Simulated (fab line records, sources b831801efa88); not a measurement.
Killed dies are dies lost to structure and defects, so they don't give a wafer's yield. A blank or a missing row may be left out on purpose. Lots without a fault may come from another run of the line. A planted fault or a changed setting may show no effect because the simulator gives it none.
fab line records | flow gf180mcu
record lots=5 wafers=15 last_day=34
route steps=602 shown V5@565 TOP_METAL@567 PASSIVATION@587
lots that met no fault: from a run of the same line without faults
start_h: hours from the record's first day to the start of the lot's first wafer shown | wait_h: hours since the lot's step before | " the same as in the row above | L1.1+2: a row that stands for several wafers | - no value, or no start given | * or withheld: withheld | < > ~ a bound
route shown NAME@n: a module of which the file shows steps, and the number in the route of the first | usual: mean/standard deviation of fault-free wafers | same: alike in all rows | chamber/n: place in a boat | sites: the reading at each site | _std_site: their standard deviation | _edge_site: outer sites' mean less inner sites' | radius_mm: how far each site lies from the wafer's centre | mask NAME#n: copy n | behind: the tool/chamber that last shaped the wafer | hold: why the lot was held/for how many hours/how that ended | device: the transistor (n, p or np) that didn't switch | end of line: the same wafers' tests at the end of the route | a step without rows: its recipe alone | killed: dies lost to structure and defects at the first sort, not the wafer's yield | map: a wafer's dies, x killed, . not, _ none there
set.NAME: the setting as run; set.NAME@STEP: as run at that earlier step | model.NAME: the simulator's own value behind a step, which no gauge read
lots at some steps of the route; a table a step, a row a wafer
services: from which hour (start_h, from the record's first day; less than 0 if before it) a tool's chamber was out of use, for how many hours, and why
## steps
# step GF_V5_THK_MEAS_25
# recipe thk_meas_gauge=xrf reads=W_of_V5_CVD_23
# usual V5_W_THK=352/3.8
# columns lot.wafer tool chamber start_h wait_h V5_W_THK[nm]
L076.1 film_metro-02 - 647.11 0.1 352
L076.3 " - " " 352
L076.5 " - " " 347
L077.2 film_metro-04 - 653.22 0.1 351
L077.3 " - " " 349
L077.6 " - " " 351
L080.1 film_metro-03 - 676.37 0.1 356
L080.4 " - " " 354
L080.6 " - " " 355
L090.2 film_metro-02 - 742.77 0.1 353
L090.5 " - " " 350
L090.6 " - " " 353
L096.1 film_metro-02 - 780.66 0.1 354
L096.3 " - " " 352
L096.4 " - " " 351
# step GF_V5_CMP_26
# recipe stop_on=SiO2 down_force_psi=3.5 platen_rpm=60 t_overpolish_s=15 target_thk_nm=0 pad_velocity_m_s=0.94248
# usual motor_current_A=10.5/1.1 overpolish_run_s=14.999/0.0089 time_to_endpoint_s=83/3.1
# same t_overpolish_s=15
# columns lot.wafer tool chamber start_h wait_h motor_current_A overpolish_run_s time_to_endpoint_s
L076.1 cmp-01 2 647.29 0.2 12.3 14.992 83
L076.3 " 0 " " 11.0 15.004 79
L076.5 " 1 " " 11.3 14.996 82
L077.3 cmp-01 3 653.27 0.0 8.8 15.018 81
L077.2 " 1 " " 11.7 14.993 83
L077.6 " 0 " " 10.9 15.006 81
L080.4 cmp-01 3 676.43 0.0 8.8 15.013 84
L080.1 " 1 " " 11.4 14.998 88
L080.6 " 0 " " 11.3 14.987 83
L090.2 cmp-02 0 742.98 0.2 10.8 14.987 84
L090.6 " 2 " " 9.4 15.003 83
L090.5 " 3 " " 10.3 14.991 85
L096.3 cmp-01 1 780.72 0.0 11.2 14.993 84
L096.1 " 3 " " 8.7 14.994 87
L096.4 " 0 " " 11.4 15.011 83
# step GF_TOP_METAL_SPUTTER_00
# recipe material=Ti target_thk_nm=37.5 arriving_ion_energy_ev=80 substrate_temp_c=200 chamber_pressure_pa=2 power_w=4000 time_s=150
# usual chamber_pressure_pa=2.000/0.004 substrate_temp_c=200.02/0.15 throttle_valve_pct=30.1/1.3
# columns lot.wafer tool chamber start_h wait_h chamber_pressure_pa substrate_temp_c throttle_valve_pct
L076.1 pvd_sputter-01 - 647.54 0.2 1.997 199.86 29.2
L076.3 " - " " 1.998 200.23 30.0
L076.5 " - " " 2.005 200.20 29.3
L077.2 pvd_sputter-01 - 653.57 0.1 2.006 200.08 31.5
L077.3 " - " " 2.006 200.04 29.7
L077.6 " - " " 2.001 199.96 30.3
L080.1 pvd_sputter-01 - 676.73 0.1 1.996 199.93 29.1
L080.4 " - " " 2.002 199.86 30.2
L080.6 " - " " 1.996 199.91 29.1
L090.2 pvd_sputter-01 - 743.18 0.1 2.002 200.07 31.6
L090.5 " - " " 2.000 199.96 29.7
L090.6 " - " " 2.006 200.19 30.0
L096.1 pvd_sputter-02 - 781.02 0.1 1.996 200.19 29.6
L096.3 " - " " 1.994 200.23 30.9
L096.4 " - " " 1.999 200.11 30.9
# step GF_TOP_METAL_SPUTTER_01
# recipe material=TiN target_thk_nm=30 power_w=6500 time_s=25 chamber_pressure_pa=0.4
# usual chamber_pressure_pa=0.4000/0.00081 throttle_valve_pct=30.0/1.3
# columns lot.wafer tool chamber start_h wait_h chamber_pressure_pa throttle_valve_pct
L076.1 pvd_sputter-01 - 647.64 0.1 0.3996 29.0
L076.3 " - " " 0.3994 29.7
L076.5 " - " " 0.3995 29.2
L077.2 pvd_sputter-01 - 653.67 0.1 0.3999 31.5
L077.3 " - " " 0.3993 29.6
L077.6 " - " " 0.4002 30.4
L080.1 pvd_sputter-01 - 676.83 0.1 0.3999 29.1
L080.4 " - " " 0.4006 30.1
L080.6 " - " " 0.3995 29.1
L090.2 pvd_sputter-01 - 743.28 0.1 0.3993 31.3
L090.5 " - " " 0.4013 29.7
L090.6 " - " " 0.3998 30.3
L096.1 pvd_sputter-02 - 781.12 0.1 0.4008 29.8
L096.3 " - " " 0.4006 30.8
L096.4 " - " " 0.4014 31.0
# step GF_TOP_METAL_SPUTTER_02
# recipe material=AlCu target_thk_nm=900 power_w=10600 chamber_pressure_pa=0.3 substrate_temp_c=250 gas=Ar time_s=47.82
# usual chamber_pressure_pa=0.2999/0.00061 substrate_temp_c=249.98/0.17 throttle_valve_pct=30.1/1.3
# columns lot.wafer tool chamber start_h wait_h chamber_pressure_pa substrate_temp_c throttle_valve_pct
L076.1 pvd_sputter-01 - 647.67 0.0 0.2993 249.78 29.3
L076.3 " - " " 0.3010 249.84 29.7
L076.5 " - " " 0.2998 250.03 29.2
L077.2 pvd_sputter-01 - 653.70 0.0 0.2988 250.02 31.5
L077.3 " - " " 0.3000 250.24 30.2
L077.6 " - " " 0.2990 250.31 30.2
L080.1 pvd_sputter-01 - 676.86 0.0 0.3006 249.92 29.1
L080.4 " - " " 0.2997 249.72 30.2
L080.6 " - " " 0.3004 249.99 29.3
L090.2 pvd_sputter-01 - 743.31 0.0 0.3000 249.91 31.3
L090.5 " - " " 0.2997 249.84 30.0
L090.6 " - " " 0.3001 250.25 30.1
L096.1 pvd_sputter-02 - 781.15 0.0 0.3000 249.88 29.2
L096.3 " - " " 0.2999 249.80 30.7
L096.4 " - " " 0.2998 249.72 30.7
# step GF_TOP_METAL_SPUTTER_03
# recipe material=Ti target_thk_nm=5 substrate_temp_c=300 chamber_pressure_pa=0.3 power_w=3000 time_s=3.3
# usual chamber_pressure_pa=0.3000/0.00056 substrate_temp_c=300.00/0.19 throttle_valve_pct=30.1/1.3
# columns lot.wafer tool chamber start_h wait_h chamber_pressure_pa substrate_temp_c throttle_valve_pct
L076.1 pvd_sputter-01 - 647.72 0.0 0.2992 300.35 29.2
L076.3 " - " " 0.3004 299.67 30.1
L076.5 " - " " 0.2990 300.03 28.9
L077.2 pvd_sputter-01 - 653.75 0.0 0.3001 299.71 31.7
L077.3 " - " " 0.2990 299.74 29.9
L077.6 " - " " 0.3006 299.73 30.2
L080.1 pvd_sputter-01 - 676.90 0.0 0.3000 299.83 28.9
L080.4 " - " " 0.3006 300.14 30.4
L080.6 " - " " 0.3001 300.10 29.2
L090.2 pvd_sputter-01 - 743.35 0.0 0.3010 299.92 31.6
L090.5 " - " " 0.2996 300.20 29.7
L090.6 " - " " 0.3002 300.08 30.1
L096.1 pvd_sputter-02 - 781.20 0.0 0.3001 299.97 29.4
L096.3 " - " " 0.2998 299.92 30.8
L096.4 " - " " 0.3005 300.03 30.7
# step GF_TOP_METAL_SPUTTER_04
# recipe material=TiN target_thk_nm=25 power_w=6500 time_s=20.8 chamber_pressure_pa=0.4
# usual chamber_pressure_pa=0.3999/0.00074 throttle_valve_pct=30.1/1.3
# columns lot.wafer tool chamber start_h wait_h chamber_pressure_pa throttle_valve_pct
L076.1 pvd_sputter-01 - 647.73 0.0 0.3984 29.1
L076.3 " - " " 0.4006 29.6
L076.5 " - " " 0.3980 29.2
L077.2 pvd_sputter-01 - 653.77 0.0 0.3995 31.6
L077.3 " - " " 0.3991 29.9
L077.6 " - " " 0.3984 30.2
L080.1 pvd_sputter-01 - 676.92 0.0 0.3997 29.0
L080.4 " - " " 0.4007 30.2
L080.6 " - " " 0.4002 29.0
L090.2 pvd_sputter-01 - 743.37 0.0 0.3995 31.2
L090.5 " - " " 0.3989 29.8
L090.6 " - " " 0.3996 30.1
L096.1 pvd_sputter-02 - 781.21 0.0 0.3993 29.5
L096.3 " - " " 0.3991 30.9
L096.4 " - " " 0.3994 30.9
# step GF_TOP_METAL_RS_MEAS_05
# recipe thk_meas_gauge=four-point-probe reads=TiN_of_TOP_METAL_SPUTTER_04+Ti_of_TOP_METAL_SPUTTER_03+AlCu_of_TOP_METAL_SPUTTER_02+TiN_of_TOP_METAL_SPUTTER_01+Ti_of_TOP_METAL_SPUTTER_00
# usual TOP_METAL_ALCU_RS=0.0327/0.0003
# columns lot.wafer tool chamber start_h wait_h TOP_METAL_ALCU_RS[ohm/sq]
L076.1 film_metro-02 - 647.76 0.0 0.0329
L076.3 " - " " 0.0330
L076.5 " - " " 0.0329
L077.2 film_metro-02 - 653.81 0.0 0.0324
L077.3 " - " " 0.0324
L077.6 " - " " 0.0325
L080.1 film_metro-02 - 676.95 0.0 0.0327
L080.4 " - " " 0.0324
L080.6 " - " " 0.0330
L090.2 film_metro-04 - 743.42 0.0 0.0331
L090.5 " - " " 0.0330
L090.6 " - " " 0.0329
L096.1 film_metro-01 - 781.24 0.0 0.0328
L096.3 " - " " 0.0326
L096.4 " - " " 0.0327
# step GF_TOP_METAL_THK_MEAS_06
# recipe thk_meas_gauge=xrf reads=AlCu_of_TOP_METAL_SPUTTER_02
# usual TOP_METAL_ALCU_THK=901/11
# columns lot.wafer tool chamber start_h wait_h TOP_METAL_ALCU_THK[nm]
L076.1 film_metro-02 - 647.88 0.1 902
L076.3 " - " " 899
L076.5 " - " " 901
L077.2 film_metro-02 - 653.92 0.1 916
L077.3 " - " " 919
L077.6 " - " " 910
L080.1 film_metro-02 - 677.07 0.1 908
L080.4 " - " " 915
L080.6 " - " " 900
L090.2 film_metro-04 - 743.53 0.1 881
L090.5 " - " " 886
L090.6 " - " " 888
L096.1 film_metro-01 - 781.36 0.1 894
L096.3 " - " " 901
L096.4 " - " " 897
# step GF_TOP_METAL_DEHYDRATE_07
# recipe temp_c=200 time_s=60
# usual plate_temp_C=200.07/0.18
# columns lot.wafer tool chamber start_h wait_h plate_temp_C
L076.1 litho_track-02 0 657.08 9.2 200.39
L076.3 " 0 " " 200.44
L076.5 " 0 " " 200.37
L077.2 litho_track-04 0 663.20 9.3 199.77
L077.3 " 0 " " 199.78
L077.6 " 0 " " 199.84
L080.1 litho_track-04 0 685.43 8.4 200.00
L080.4 " 0 " " 199.75
L080.6 " 0 " " 199.92
L090.2 litho_track-01 0 750.81 7.3 199.91
L090.5 " 0 " " 200.03
L090.6 " 0 " " 200.02
L096.1 litho_track-02 0 788.38 7.0 200.05
L096.3 " 0 " " 200.23
L096.4 " 0 " " 200.31
# step GF_TOP_METAL_HMDS_08
# recipe prime_time_s=60 prime_temp_c=120
# usual prime_temp_c=119.99/0.15
# columns lot.wafer tool chamber start_h wait_h prime_temp_c
L076.1 litho_track-02 0 657.23 0.1 119.83
L076.3 " 0 " " 119.66
L076.5 " 0 " " 120.11
L077.2 litho_track-04 0 663.35 0.1 119.97
L077.3 " 0 " " 120.30
L077.6 " 0 " " 119.94
L080.1 litho_track-04 0 685.58 0.1 120.16
L080.4 " 0 " " 119.87
L080.6 " 0 " " 119.98
L090.2 litho_track-01 0 750.96 0.1 119.67
L090.5 " 0 " " 119.81
L090.6 " 0 " " 120.03
L096.1 litho_track-02 0 788.53 0.1 119.81
L096.3 " 0 " " 119.82
L096.4 " 0 " " 119.90
# step GF_TOP_METAL_COAT_09
# recipe resist=NOVOLAK spin_rpm=3000 resist_thk_nm=1500
# columns lot.wafer tool chamber start_h wait_h
L076.1+3+5 litho_track-02 0 657.38 0.1
L077.2+3+6 litho_track-04 0 663.50 0.1
L080.1+4+6 litho_track-04 0 685.73 0.1
L090.2+5+6 litho_track-01 0 751.11 0.1
L096.1+3+4 litho_track-02 0 788.68 0.1
# step GF_TOP_METAL_SOFTBAKE_10
# recipe temp_c=90 time_s=60 resist=NOVOLAK
# usual plate_temp_C=89.99/0.13
# columns lot.wafer tool chamber start_h wait_h plate_temp_C
L076.1 litho_track-02 0 657.53 0.1 89.83
L076.3 " 0 " " 90.07
L076.5 " 0 " " 89.82
L077.2 litho_track-04 0 663.65 0.1 90.04
L077.3 " 0 " " 90.24
L077.6 " 0 " " 90.13
L080.1 litho_track-04 0 685.88 0.1 90.05
L080.4 " 0 " " 90.07
L080.6 " 0 " " 90.26
L090.2 litho_track-01 0 751.26 0.1 89.89
L090.5 " 0 " " 89.79
L090.6 " 0 " " 90.01
L096.1 litho_track-02 0 788.83 0.1 89.89
L096.3 " 0 " " 90.14
L096.4 " 0 " " 90.06
# step GF_TOP_METAL_EXPOSE_11
# recipe mask_id=MetalTop target_cd_nm=440 na=0.6 source_shape=conventional sigma_outer=0.6 dose_mj=170
# usual focus_offset_nm=0.0/0.55
# columns lot.wafer tool chamber start_h wait_h mask focus_offset_nm
L076.1 iline_stepper-02 0 - - MetalTop#0 -0.3
L076.3 " 0 " " MetalTop#0 0.0
L076.5 " 0 " " MetalTop#0 -0.1
L077.2 iline_stepper-02 0 - - MetalTop#0 0.0
L077.3 " 0 " " MetalTop#0 0.5
L077.6 " 0 " " MetalTop#0 0.5
L080.1 iline_stepper-01 0 - - MetalTop#0 0.1
L080.4 " 0 " " MetalTop#0 1.1
L080.6 " 0 " " MetalTop#0 0.3
L090.2 iline_stepper-01 0 - - MetalTop#0 -0.8
L090.5 " 0 " " MetalTop#0 -0.7
L090.6 " 0 " " MetalTop#0 -0.2
L096.1 iline_stepper-02 0 - - MetalTop#0 0.6
L096.3 " 0 " " MetalTop#0 0.1
L096.4 " 0 " " MetalTop#0 0.8
# step GF_TOP_METAL_PEB_12
# recipe temp_c=withheld time_s=* resist=NOVOLAK
# columns lot.wafer tool chamber start_h wait_h
L076.1+3+5 litho_track-04 0 - -
L077.2+3+6 litho_track-04 0 - -
L080.1+4+6 litho_track-02 0 - -
L090.2+5+6 litho_track-02 0 - -
L096.1+3+4 litho_track-01 0 - -
# step GF_TOP_METAL_DEVELOP_13
# recipe develop_time_s=60 dev_temp_c=23
# columns lot.wafer tool chamber start_h wait_h
L076.1+3+5 litho_track-04 0 666.68 0.1
L077.2+3+6 litho_track-04 0 672.15 0.1
L080.1+4+6 litho_track-02 0 694.88 0.1
L090.2+5+6 litho_track-02 0 759.66 0.1
L096.1+3+4 litho_track-01 0 796.04 0.1
# step GF_TOP_METAL_CD_MEAS_14
# recipe target_cd_nm=440
# usual cd_nm=440.2/2.9
# columns lot.wafer tool chamber start_h wait_h cd_nm
L076.1 cd_sem-02 - 666.83 0.1 435.6
L076.3 " - " " 438.6
L076.5 " - " " 437.7
L077.2 cd_sem-01 - 672.30 0.1 439.9
L077.3 " - " " 440.4
L077.6 " - " " 440.1
L080.1 cd_sem-01 - 695.03 0.1 437.0
L080.4 " - " " 436.8
L080.6 " - " " 437.0
L090.2 cd_sem-01 - 759.80 0.1 440.8
L090.5 " - " " 441.5
L090.6 " - " " 441.5
L096.1 cd_sem-01 - 796.19 0.1 441.4
L096.3 " - " " 439.2
L096.4 " - " " 440.2
# step GF_TOP_METAL_OVL_MEAS_15
# usual TOP_METAL_OVL=0.2/1.6
# columns lot.wafer tool chamber start_h wait_h TOP_METAL_OVL[nm]
L076.1 overlay-02 - 666.95 0.1 -1.6
L076.3 " - " " -2.1
L076.5 " - " " -2.1
L077.2 overlay-01 - 672.41 0.1 -2.4
L077.3 " - " " -1.3
L077.6 " - " " -1.1
L080.1 overlay-01 - 695.15 0.1 2.0
L080.4 " - " " 2.1
L080.6 " - " " 2.3
L090.2 overlay-02 - 759.91 0.1 0.9
L090.5 " - " " 3.1
L090.6 " - " " -1.1
L096.1 overlay-01 - 796.31 0.1 -1.9
L096.3 " - " " -1.1
L096.4 " - " " -2.9
# step GF_TOP_METAL_METAL_ETCH_16
# recipe chemistry=Cl2/BCl3 mask_material=NOVOLAK target_depth_nm=1197 stop_on=SiO2 pressure_mtorr=8 icp_w=800 bias_w=140 Cl2_flow_sccm=80 bcl3_flow_sccm=40 time_s=199.5
# usual drypump_motor_current_A=5.8/0.46 mfc_cl2_sccm=79.99/0.21 oes_product_au=0.991/0.0054 throttle_valve_pct=28.229/0.0093
# columns lot.wafer tool chamber start_h wait_h drypump_motor_current_A mfc_cl2_sccm oes_product_au rf_hours_counter_h throttle_valve_pct
L076.1 rie_metal-03 1 666.99 0.0 5.1 80.07 0.999 7 28.230
L076.3 " 1 " " 5.1 79.86 0.993 - 28.227
L076.5 " 1 " " 5.1 80.12 0.990 - 28.230
L077.2 rie_metal-01 0 672.44 0.0 5.9 79.55 0.992 13 28.228
L077.3 " 1 " " 6.7 79.91 1.001 - 28.208
L077.6 " 0 " " 5.9 79.61 0.989 - 28.219
L080.1 rie_metal-03 1 695.19 0.0 5.1 80.14 0.995 8 28.218
L080.4 " 0 " " 5.7 80.15 0.993 - 28.233
L080.6 " 1 " " 5.1 80.18 0.987 - 28.225
L090.2 rie_metal-03 0 759.94 0.0 5.8 79.89 0.996 7 28.207
L090.5 " 0 " " 5.8 79.88 0.988 - 28.223
L090.6 " 1 " " 5.1 80.10 0.990 - 28.230
L096.1 rie_metal-02 0 796.34 0.0 5.3 79.65 0.992 3 28.238
L096.3 " 1 " " 5.9 79.96 0.990 - 28.223
L096.4 " 0 " " 5.3 79.92 0.990 - 28.216
# step GF_TOP_METAL_STRIP_17
# recipe chemistry=O2/N2 power_w=1400 pressure_mtorr=1500 platen_temp_c=250 o2_flow_sccm=3000 n2_flow_sccm=300 overash_fraction=0.5
# usual drypump_motor_current_A=5.6/0.43 heater_power_w=323/14 oes_product_au=0.711/0.0048 strip_time_to_endpoint_s=12.90/0.078
# columns lot.wafer tool chamber start_h wait_h drypump_motor_current_A heater_power_w oes_product_au rf_hours_counter_h strip_time_to_endpoint_s
L076.1 plasma_asher-02 0 667.18 0.1 5.8 309 0.710 94 12.83
L076.3 " 1 " " 6.5 306 0.715 - 12.82
L076.5 " 1 " " 6.5 311 0.705 - 12.81
L077.2 plasma_asher-03 0 672.63 0.1 5.5 335 0.704 109 12.83
L077.3 " 1 " " 5.0 301 0.709 - 12.81
L077.6 " 1 " " 5.0 309 0.716 - 12.90
L080.1 plasma_asher-02 1 695.38 0.1 6.5 310 0.707 97 12.96
L080.4 " 1 " " 6.5 311 0.710 - 12.78
L080.6 " 1 " " 6.5 315 0.710 - 12.93
L090.2 plasma_asher-02 1 760.13 0.1 6.5 325 0.699 102 12.80
L090.5 " 0 " " 5.7 318 0.714 - 12.83
L090.6 " 1 " " 6.5 310 0.706 - 12.88
L096.1 plasma_asher-04 0 796.53 0.1 5.8 334 0.708 39 12.84
L096.3 " 1 " " 5.9 320 0.705 - 12.82
L096.4 " 0 " " 5.8 327 0.707 - 12.85
# step GF_TOP_METAL_STRIP_18
# recipe chemistry=post_etch_residue_remover time_s=1200 temp_c=72.5
# columns lot.wafer tool chamber start_h wait_h
L076.1+3+5 wet_bench-02 0 667.28 0.1
L077.2+3+6 wet_bench-02 2 672.73 0.1
L080.1+4+6 wet_bench-01 2 695.48 0.1
L090.2+5+6 wet_bench-04 0 760.23 0.1
L096.1+3+4 wet_bench-04 3 796.63 0.1
# step GF_TOP_METAL_CLEAN_19
# recipe chemistry=DIW dry=n2_spin
# columns lot.wafer tool chamber start_h wait_h
L076.1+3+5 wet_bench-01 0 667.62 0.0
L077.2+3+6 wet_bench-04 2 673.07 0.0
L080.1+4+6 wet_bench-02 0 695.82 0.0
L090.2+5+6 wet_bench-02 3 760.57 0.0
L096.1+3+4 wet_bench-04 2 797.01 0.0
# step GF_PASSIVATION_CVD_00
# recipe material=SiO2 target_thk_nm=1000 precursor=TEOS temp_c=400 time_s=111.95 rf_w=600
# usual heater_power_w=610/98
# columns lot.wafer tool chamber start_h wait_h heater_power_w
L076.1 pecvd-01 1 667.71 0.0 803
L076.3 " 0 " " 495
L076.5 " 0 " " 530
L077.2 pecvd-03 0 673.25 0.0 585
L077.3 " 2 " " 571
L077.6 " 2 " " 641
L080.1 pecvd-03 0 695.91 0.0 600
L080.4 " 2 " " 685
L080.6 " 1 " " 633
L090.2 pecvd-04 1 760.66 0.0 544
L090.5 " 1 " " 596
L090.6 " 0 " " 557
L096.1 pecvd-03 0 797.11 0.0 623
L096.3 " 1 " " 711
L096.4 " 2 " " 518
# step GF_PASSIVATION_THK_MEAS_01
# recipe reads=SiO2_of_PASSIVATION_CVD_00
# usual PASSIVATION_CVD_00_THK=994/12
# columns lot.wafer tool chamber start_h wait_h PASSIVATION_CVD_00_THK[nm]
L076.1 film_metro-04 - 667.83 0.1 982
L076.3 " - " " 1006
L076.5 " - " " 1008
L077.2 film_metro-03 - 673.34 0.0 1008
L077.3 " - " " 979
L077.6 " - " " 1006
L080.1 film_metro-01 - 695.99 0.0 986
L080.4 " - " " 983
L080.6 " - " " 995
L090.2 film_metro-03 - 760.75 0.0 989
L090.5 " - " " 1005
L090.6 " - " " 1019
L096.1 film_metro-04 - 797.19 0.0 987
L096.3 " - " " 993
L096.4 " - " " 998
# step GF_PASSIVATION_CVD_02
# recipe material=Si3N4 target_thk_nm=700 time_s=486.18 temp_c=400 rf_w=450
# usual heater_power_w=662/100
# columns lot.wafer tool chamber start_h wait_h heater_power_w
L076.1 pecvd-03 1 667.89 0.1 709
L076.3 " 0 " " 697
L076.5 " 0 " " 563
L077.2 pecvd-04 0 673.39 0.0 515
L077.3 " 2 " " 530
L077.6 " 2 " " 583
L080.1 pecvd-04 1 696.05 0.1 707
L080.4 " 1 " " 582
L080.6 " 2 " " 595
L090.2 pecvd-01 1 760.80 0.0 904
L090.5 " 1 " " 696
L090.6 " 0 " " 475
L096.1 pecvd-04 1 797.25 0.1 721
L096.3 " 1 " " 576
L096.4 " 0 " " 590
# step GF_PASSIVATION_THK_MEAS_03
# recipe reads=Si3N4_of_PASSIVATION_CVD_02
# usual PASSIVATION_CVD_02_THK=699/8.9
# columns lot.wafer tool chamber start_h wait_h PASSIVATION_CVD_02_THK[nm]
L076.1 film_metro-04 - 668.17 0.1 695
L076.3 " - " " 698
L076.5 " - " " 713
L077.2 film_metro-01 - 673.69 0.2 684
L077.3 " - " " 680
L077.6 " - " " 685
L080.1 film_metro-04 - 696.34 0.1 694
L080.4 " - " " 702
L080.6 " - " " 716
L090.2 film_metro-03 - 761.10 0.2 686
L090.5 " - " " 702
L090.6 " - " " 699
L096.1 film_metro-01 - 797.68 0.3 691
L096.3 " - " " 707
L096.4 " - " " 703
# step GF_PASSIVATION_DEHYDRATE_04
# recipe temp_c=200 time_s=60
# usual plate_temp_C=200.00/0.16
# columns lot.wafer tool chamber start_h wait_h plate_temp_C
L076.1 litho_track-03 0 677.38 9.2 200.08
L076.3 " 0 " " 200.17
L076.5 " 0 " " 200.29
L077.2 litho_track-03 0 682.91 9.2 199.84
L077.3 " 0 " " 199.89
L077.6 " 0 " " 200.04
L080.1 litho_track-01 0 705.04 8.7 199.65
L080.4 " 0 " " 199.88
L080.6 " 0 " " 199.59
L090.2 litho_track-01 0 768.16 7.1 199.94
L090.5 " 0 " " 200.01
L090.6 " 0 " " 199.86
L096.1 litho_track-02 0 804.38 6.7 199.90
L096.3 " 0 " " 199.96
L096.4 " 0 " " 200.12
# step GF_PASSIVATION_HMDS_05
# recipe prime_time_s=60 prime_temp_c=120
# usual prime_temp_c=119.98/0.14
# columns lot.wafer tool chamber start_h wait_h prime_temp_c
L076.1 litho_track-03 0 677.53 0.1 120.05
L076.3 " 0 " " 120.20
L076.5 " 0 " " 119.98
L077.2 litho_track-03 0 683.06 0.1 119.98
L077.3 " 0 " " 119.96
L077.6 " 0 " " 119.77
L080.1 litho_track-01 0 705.19 0.1 120.02
L080.4 " 0 " " 120.25
L080.6 " 0 " " 120.20
L090.2 litho_track-01 0 768.31 0.1 119.81
L090.5 " 0 " " 119.69
L090.6 " 0 " " 119.98
L096.1 litho_track-02 0 804.53 0.1 119.96
L096.3 " 0 " " 119.96
L096.4 " 0 " " 119.89
# step GF_PASSIVATION_COAT_06
# recipe spin_rpm=2000 resist_thk_nm=4000
# columns lot.wafer tool chamber start_h wait_h
L076.1+3+5 litho_track-03 0 677.68 0.1
L077.2+3+6 litho_track-03 0 683.21 0.1
L080.1+4+6 litho_track-01 0 705.34 0.1
L090.2+5+6 litho_track-01 0 768.46 0.1
L096.1+3+4 litho_track-02 0 804.68 0.1
# step GF_PASSIVATION_SOFTBAKE_07
# recipe temp_c=110 time_s=withheld
# usual plate_temp_C=110.00/0.12
# columns lot.wafer tool chamber start_h wait_h plate_temp_C
L076.1 litho_track-03 0 677.83 0.1 109.96
L076.3 " 0 " " 109.85
L076.5 " 0 " " 109.86
L077.2 litho_track-03 0 683.36 0.1 110.12
L077.3 " 0 " " 110.09
L077.6 " 0 " " 109.95
L080.1 litho_track-01 0 705.49 0.1 110.20
L080.4 " 0 " " 110.14
L080.6 " 0 " " 110.13
L090.2 litho_track-01 0 768.62 0.1 110.00
L090.5 " 0 " " 110.21
L090.6 " 0 " " 109.90
L096.1 litho_track-02 0 804.83 0.1 110.21
L096.3 " 0 " " 110.05
L096.4 " 0 " " 109.98
# step GF_PASSIVATION_EXPOSE_08
# recipe mask_id=Pad target_cd_nm=40000 na=0.57 dose_mj=310
# usual focus_offset_nm=0.0/0.52
# columns lot.wafer tool chamber start_h wait_h mask focus_offset_nm
L076.1 iline_stepper-01 0 - - Pad#0 -0.3
L076.3 " 0 " " Pad#0 -0.2
L076.5 " 0 " " Pad#0 -0.1
L077.2 iline_stepper-01 0 - - Pad#0 -0.2
L077.3 " 0 " " Pad#0 -0.5
L077.6 " 0 " " Pad#0 0.2
L080.1 iline_stepper-02 0 - - Pad#0 -0.7
L080.4 " 0 " " Pad#0 -0.3
L080.6 " 0 " " Pad#0 0.6
L090.2 iline_stepper-02 0 - - Pad#0 0.2
L090.5 " 0 " " Pad#0 -1.4
L090.6 " 0 " " Pad#0 0.1
L096.1 iline_stepper-01 0 - - Pad#0 0.4
L096.3 " 0 " " Pad#0 0.2
L096.4 " 0 " " Pad#0 0.2
# step GF_PASSIVATION_PEB_09
# recipe temp_c=115 time_s=withheld
# usual plate_temp_C=114.98/0.14
# columns lot.wafer tool chamber start_h wait_h plate_temp_C
L076.1 litho_track-02 0 - - 115.06
L076.3 " 0 " " 114.89
L076.5 " 0 " " 114.99
L077.2 litho_track-01 0 - - 114.96
L077.3 " 0 " " 115.05
L077.6 " 0 " " 115.05
L080.1 litho_track-02 0 - - 115.12
L080.4 " 0 " " 115.20
L080.6 " 0 " " 115.04
L090.2 litho_track-01 0 - - 115.05
L090.5 " 0 " " 115.14
L090.6 " 0 " " 115.35
L096.1 litho_track-02 0 - - 114.98
L096.3 " 0 " " 114.98
L096.4 " 0 " " 114.98
# step GF_PASSIVATION_DEVELOP_10
# recipe develop_time_s=60 dev_temp_c=23
# columns lot.wafer tool chamber start_h wait_h
L076.1+3+5 litho_track-02 0 - -
L077.2+3+6 litho_track-01 0 - -
L080.1+4+6 litho_track-02 0 - -
L090.2+5+6 litho_track-01 0 - -
L096.1+3+4 litho_track-02 0 - -
# step GF_PASSIVATION_ETCH_11
# recipe chemistry=CF4/O2 target_depth_nm=2040 stop_on=TiN source_w=800 bias_w=150 pressure_mtorr=150 cf4_flow_sccm=80 O2_flow_sccm=10 time_s=453.3
# usual drypump_motor_current_A=5.6/0.58 oes_product_au=0.990/0.0053 throttle_valve_pct=5.968/0.0097
# columns lot.wafer tool chamber start_h wait_h drypump_motor_current_A oes_product_au rf_hours_counter_h throttle_valve_pct
L076.1 rie_diel-04 2 686.73 - 6.5 0.988 13 5.968
L076.3 " 3 " " 6.1 0.992 18 5.961
L076.5 " 1 " " 5.4 0.997 - 5.953
L077.2 rie_diel-04 1 692.49 - 5.3 0.991 12 5.964
L077.3 " 3 " " 6.0 1.000 18 5.959
L077.6 " 2 " " 6.6 0.992 - 5.978
L080.1 rie_diel-01 0 714.43 - 5.9 0.993 50 5.976
L080.4 " 2 " " 5.4 0.990 21 5.956
L080.6 " 0 " " 5.8 0.998 - 5.969
L090.2 rie_diel-04 1 776.69 - 5.4 0.996 16 5.964
L090.5 " 1 " " 5.4 0.989 - 5.963
L090.6 " 3 " " 6.1 0.989 - 5.977
L096.1 rie_diel-03 3 812.18 - 6.1 0.990 38 5.983
L096.3 " 2 " " 6.2 0.995 11 5.966
L096.4 " 0 " " 6.2 0.993 4 5.958
## services
# columns tool chamber start_h hours kind
iline_stepper-01 - 634.75 4.8 repair
pvd_sputter-01 - 642.42 2.9 repair
pecvd-04 - 646.98 2.2 repair
iline_stepper-01 - 648.31 0.8 repair
rie_diel-04 2 650.09 10.5 repair
cmp-01 - 658.66 8.7 repair
iline_stepper-01 - 661.68 1.7 pm
cmp-01 - 667.39 5.0 pm
pvd_sputter-02 - 671.76 7.6 repair
rie_diel-04 3 675.19 11.5 repair
pvd_sputter-01 - 692.94 1.2 repair
plasma_asher-02 - 698.83 15.6 pm
pvd_sputter-01 - 709.07 4.0 repair
iline_stepper-01 - 715.65 5.1 repair
plasma_asher-02 - 719.59 0.4 repair
plasma_asher-02 - 722.53 1.7 repair
pvd_sputter-02 - 728.24 0.8 repair
rie_metal-03 1 741.23 10.6 repair
pvd_sputter-01 - 746.76 0.8 repair
pecvd-04 - 748.05 2.8 pm
wet_bench-02 - 760.68 7.7 repair
pecvd-04 1 783.35 13.1 repair
pecvd-03 - 790.52 1.3 repair
pecvd-04 2 791.59 15.0 repair
## key
fault none
